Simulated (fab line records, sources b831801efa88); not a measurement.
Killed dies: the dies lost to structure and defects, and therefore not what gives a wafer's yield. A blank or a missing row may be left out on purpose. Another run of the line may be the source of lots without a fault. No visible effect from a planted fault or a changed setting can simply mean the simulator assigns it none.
Tool commonality check ; flow gf180mcu ; 12 lots and 36 wafers in the sample

== WHY THIS WAS OPENED ==
At GF_HV_LDD_TW_MEAS_11 the reading HV_LDD_TW is flagged on 2 of 12 lots. Fault-free wafers read 2429, with a standard deviation of 25.
Rule: a lot gets a flag if all its wafers with a number sit over 4 standard deviations from that mean, or if no wafer of it has a number. All remaining lots are regarded as sound.

lot;measured;on;HV_LDD_TW, wafer by wafer;flag
L142;day 10 01:55;film_metro-03;2401 2402 2404;
L143;day 10 06:31;film_metro-03;2397 2410 2405;
L144;day 10 12:43;film_metro-03;2404 2406 2411;
L145;day 11 01:55;film_metro-02;2410 2410 2413;
L148;day 11 22:57;film_metro-04;2280 2278 2281;FLAGGED
L150;day 12 11:02;film_metro-04;2275 2284 2289;FLAGGED
L157;day 14 19:23;film_metro-02;2416 2415 2415;
L158;day 14 21:45;film_metro-04;2467 2459 2466;
L160;day 15 12:36;film_metro-03;2412 2424 2404;
L161;day 15 22:07;film_metro-04;2461 2452 2460;
L162;day 16 05:10;film_metro-02;2407 2420 2412;
L163;day 16 10:43;film_metro-04;2462 2443 2457;
Average over the flagged lots: 2281; offset from the usual -148, equal to -6 standard deviations.

== WHICH TOOL EACH LOT WENT THROUGH ==
Before the reading, the record contains 2 process steps out of a 602-step route. In each cell: the tool, then ch and the chambers that the sampled wafers went through, then the start.
lot;flag;GF_STI_ETCH_14;GF_HV_LDD_IMPLANT_09
L142;;rie_si-02 ch 0,1,2, day 2 02:40;implanter-01 ch 0, day 10 01:40
L143;;rie_si-01 ch 0,3, day 2 06:46;implanter-01 ch 0, day 10 06:16
L144;;rie_si-01 ch 0,1,2, day 2 10:43;implanter-03 ch 0, day 10 12:28
L145;;rie_si-01 ch 0,1,2, day 2 17:04;implanter-03 ch 0, day 11 01:40
L148;FLAGGED;rie_si-01 ch 1,2, day 3 08:07;implanter-03 ch 0, day 11 22:42
L150;FLAGGED;rie_si-01 ch 0,1,3, day 3 18:32;implanter-03 ch 0, day 12 10:48
L157;;rie_si-01 ch 1,2,3, day 5 07:11;implanter-01 ch 0, day 14 19:11
L158;;rie_si-02 ch 0,2,3, day 5 12:02;implanter-03 ch 0, day 14 21:30
L160;;rie_si-02 ch 0,2,3, day 5 23:10;implanter-01 ch 0, day 15 12:21
L161;;rie_si-01 ch 2,3, day 6 04:04;implanter-02 ch 0, day 15 21:54
L162;;rie_si-01 ch 1,3, day 6 09:04;implanter-01 ch 0, day 16 04:57
L163;;rie_si-01 ch 1,2,3, day 6 13:58;implanter-01 ch 0, day 16 10:27
What is done by these steps:
- GF_STI_ETCH_14: etches Si in HBr/Cl2/O2, target depth 360 nm, time 102.9 s.
- GF_HV_LDD_IMPLANT_09
- GF_HV_LDD_TW_MEAS_11

== FLAGGED AGAINST TOTAL, ONE TOOL AT A TIME (gauges that did the reading follow at the end) ==
step;tool;lots run;flagged;share of the flagged lots;sound lots run after its first flagged lot
GF_STI_ETCH_14;rie_si-01;9;2;all;4 (L157,L161,L162,L163)
GF_STI_ETCH_14;rie_si-02;3;0;none;-
GF_HV_LDD_IMPLANT_09;implanter-01;6;0;none;-
GF_HV_LDD_IMPLANT_09;implanter-02;1;0;none;-
GF_HV_LDD_IMPLANT_09;implanter-03;5;2;all;1 (L158)
GF_HV_LDD_TW_MEAS_11;film_metro-02;3;0;none;-
GF_HV_LDD_TW_MEAS_11;film_metro-03;4;0;none;-
GF_HV_LDD_TW_MEAS_11;film_metro-04;5;2;all;3 (L158,L161,L163)

== WHAT IS ALLOWED BY THE TABLE ==
In the table, 3 rows ran each flagged lot (rie_si-01 at GF_STI_ETCH_14; implanter-03 at GF_HV_LDD_IMPLANT_09; film_metro-04 at GF_HV_LDD_TW_MEAS_11).
- rie_si-01 at GF_STI_ETCH_14 ran 9 lots, 2 of them flagged. After the first flagged lot (L157, L161, L162, L163), sound lots still ran on it; a lasting fault on the whole tool would not permit that.
- implanter-03 at GF_HV_LDD_IMPLANT_09 ran 5 lots, 2 of them flagged. After the first flagged lot (L158), sound lots still ran on it; a lasting fault on the whole tool would not permit that. Its own readings lie more than 4 standard deviations out on every wafer of the flagged lots: beam_on_s, faraday_current_uA.
- film_metro-04 at GF_HV_LDD_TW_MEAS_11 ran 5 lots, 2 of them flagged. After the first flagged lot (L158, L161, L163), sound lots still ran on it; a lasting fault on the whole tool would not permit that.
Every row of the table either missed a flagged lot or ran a sound lot after the first.

== WHAT WAS PUT IN BY THE SIMULATOR ==
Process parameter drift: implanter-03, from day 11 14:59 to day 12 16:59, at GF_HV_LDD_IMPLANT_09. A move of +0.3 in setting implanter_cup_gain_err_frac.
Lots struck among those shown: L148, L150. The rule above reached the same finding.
